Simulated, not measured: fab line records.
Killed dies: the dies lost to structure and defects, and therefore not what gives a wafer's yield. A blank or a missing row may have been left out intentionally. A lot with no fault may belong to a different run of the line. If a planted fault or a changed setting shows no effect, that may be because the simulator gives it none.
Struck lot and sound lot, side by side    flow gf180mcu    15 steps out of a route of 602
Sound: the wafers L617.3, L617.5, L617.6. Struck: wafer L621.5. (L621.1, L621.3 of the same lot were not struck and are left out.) The cause comes at the end.
Order at every step that has rows: each side's tool, ch and its chambers, its first start. Under that, the readings that differ: sound wafers    struck wafers    difference of the means    sigmas: that difference in standard deviations of wafers without a fault.
alike: readings with means less than 2 such deviations apart, plus words and numbers identical on both sides. not compared: withheld readings, readings lacking a value on some wafer, bounds such as >300 that could conceal the same value, and numbers that have no deviation in the record and whose values overlap.
The two part at a step that has a row with sigmas, a row that says differs or no value, or rows on one side only. Numbers that have no deviation but don't overlap get no sigmas and don't part them. Lack of a reading on every wafer of one side parts them only where that side has two or more wafers.

first, 6 steps without rows for these wafers: GF_M4_HMDS_08 (prime time 60 s); GF_M4_COAT_09 (resist thk 1000 nm); GF_M4_SOFTBAKE_10 (time 60 s); GF_M4_EXPOSE_11 (exposes mask Metal4, target cd 280 nm); GF_M4_PEB_12 (peb time 90 s); GF_M4_DEVELOP_13 (develop time 60 s).
GF_M4_CD_MEAS_14: the cd target is 280 nm.
  struck on cd_sem-02, day 28 18:12; sound on cd_sem-02, day 27 19:57
  alike: cd_nm
GF_M4_OVL_MEAS_15:
  struck on overlay-02, day 28 18:19; sound on overlay-02, day 27 20:02
  alike: M4_OVL
GF_M4_METAL_ETCH_16: etches the open film in Cl2/BCl3, stops on SiO2, target depth 750.8 nm, time 125.1 s.
  sound on rie_metal-04 ch 0,1, day 27 20:07; struck on rie_metal-04 ch 1, day 28 18:22
  alike: drypump_motor_current_A, oes_product_au, throttle_valve_pct
  not compared: rf_hours_counter_h
GF_M4_STRIP_17: strips in O2/N2.
  sound on plasma_asher-03 ch 0,1, day 27 20:14; struck on plasma_asher-02 ch 1, day 28 18:29
  alike: drypump_motor_current_A, heater_power_w, oes_product_au, platen_temp_c, strip_time_to_endpoint_s
  not compared: rf_hours_counter_h
then, 2 steps without rows for these wafers: GF_M4_STRIP_18 (strips in post etch residue remover, time 1200 s); GF_M4_CLEAN_19 (cleans in DIW).
GF_V4_CVD_00: deposits SiO2, target thk 600 nm, time 100 s.
  sound on hdpcvd-01 ch 0,2, day 27 21:04; struck on hdpcvd-02 ch 1, day 28 19:01
reading                              sound              struck  difference  sigmas
sih4_flow_sccm (sccm)                60.14 60.37 59.94  51.11   -9.04       -50
model.SiO2_of_V4_CVD_00.thk_nm (nm)  606.1 597.3 604.8  512.6   -90.1       
GF_V4_THK_MEAS_01:
  struck on film_metro-02, day 28 19:06; sound on film_metro-04, day 27 21:10
reading             sound        struck  difference  sigmas
V4_CVD_00_THK (nm)  606 598 605  513     -90         -18
GF_V4_CVD_02: deposits SiO2 from TEOS, target thk 850 nm, time 94.851 s.
  sound on pecvd-01 ch 0,1,2, day 27 21:12; struck on pecvd-01 ch 1, day 28 19:10
  alike: heater_power_w

== WHERE THEY PART ==
First at GF_V4_CVD_00; last, within this record, at GF_V4_THK_MEAS_01. Later steps at which nothing parts them and some readings are alike: GF_V4_CVD_02.

WHY: what had been put in by the simulator
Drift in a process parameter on hdpcvd-02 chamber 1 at GF_V4_CVD_00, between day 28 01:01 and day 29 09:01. Setting sih4_flow_sccm shifted by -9 from 60. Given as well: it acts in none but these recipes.
